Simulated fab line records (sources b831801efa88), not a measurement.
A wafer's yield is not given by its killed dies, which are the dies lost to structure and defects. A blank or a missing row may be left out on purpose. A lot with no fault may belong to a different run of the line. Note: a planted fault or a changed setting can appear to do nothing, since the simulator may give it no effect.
A single fault, viewed from 2 desks || flow gf180mcu || only its own numbers are on each desk; what lay behind them is given at the end

== TOOL OWNER'S DESK, pecvd-04 ==
The tool's own readings at GF_MIM_CVD_05 (deposits Si3N4, target thk 42 nm, time 29.086 s): means of the sampled wafers that have a number, for each lot that ran on this tool. Marked OUT: a lot whose mean sits more than 4 standard deviations from the usual mean, which makes it out of limits; the brackets give that distance.
Columns: A = heater power w at GF_MIM_CVD_05, usual 647 W
{"lot": "L883", "first seen here": "day 25 06:44", "A": 728}
{"lot": "L884", "first seen here": "day 25 14:44", "A": 578}
{"lot": "L889", "first seen here": "day 27 15:10", "A": 586}
{"lot": "L893", "first seen here": "day 28 23:46", "A": 659}
{"lot": "L894", "first seen here": "day 29 03:44", "A": 567}
This desk found nothing out of limits on any of the 5 lots.

== AT THE METROLOGY DESK ==
What the gauges read for every lot (on any tool): the sampled wafers with a number, averaged. Marked OUT: a lot whose mean sits more than 4 standard deviations from the usual mean, which makes it out of limits; the brackets give that distance.
Columns: A = MIM_CVD_05_THK at GF_MIM_THK_MEAS_06, usual 42.2 nm; B = MIM_ALCU_RS at GF_MIM_RS_MEAS_10, usual 0.1600 ohm/sq
{"lot": "L880", "first seen here": "day 24 04:46", "A": 42.1, "B": 0.1590}
{"lot": "L881", "first seen here": "day 24 09:01", "A": 43.4, "B": 0.1583}
{"lot": "L882", "first seen here": "day 25 00:39", "A": 42.2, "B": 0.1584}
{"lot": "L883", "first seen here": "day 25 06:47", "A": 42.0, "B": 0.1609}
{"lot": "L884", "first seen here": "day 25 14:46", "A": 42.2, "B": 0.1611}
{"lot": "L889", "first seen here": "day 27 15:12", "A": "44.6 (+4.9) OUT", "B": 0.1602}
{"lot": "L893", "first seen here": "day 28 23:48", "A": 43.5, "B": 0.1603}
{"lot": "L894", "first seen here": "day 29 03:46", "A": 43.3, "B": 0.1603}
{"lot": "L895", "first seen here": "day 29 12:48", "A": 42.3, "B": 0.1623}
{"lot": "L898", "first seen here": "day 30 08:08", "A": 42.4, "B": 0.1622}
{"lot": "L899", "first seen here": "day 30 17:40", "A": 41.9, "B": 0.1593}
{"lot": "L902", "first seen here": "day 31 08:24", "A": 42.4, "B": 0.1610}
Per this desk, out of limits: L889; the first was L889, day 27 15:12 (MIM_CVD_05_THK at GF_MIM_THK_MEAS_06). L880, L881, L882, L883, L884, L893, L894, L895, L898, L899, L902 stayed within limits.

== ALL TOGETHER ==
On L889, the metrology desk was in a position to raise an alarm at day 27 15:12.
The desk of the tool owner found nothing out of limits.
On record at the tool owner's desk: L889, within its limits.
All the named lots went through GF_MIM_CVD_05 on pecvd-04.

== WHAT THE SIMULATOR HAD INSERTED ==
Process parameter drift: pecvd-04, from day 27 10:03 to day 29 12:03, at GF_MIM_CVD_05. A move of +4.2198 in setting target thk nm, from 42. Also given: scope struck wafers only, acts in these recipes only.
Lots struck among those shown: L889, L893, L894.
Time in hours between the start of the fault and the first out-of-limits reading at each desk: metrology desk, 5.
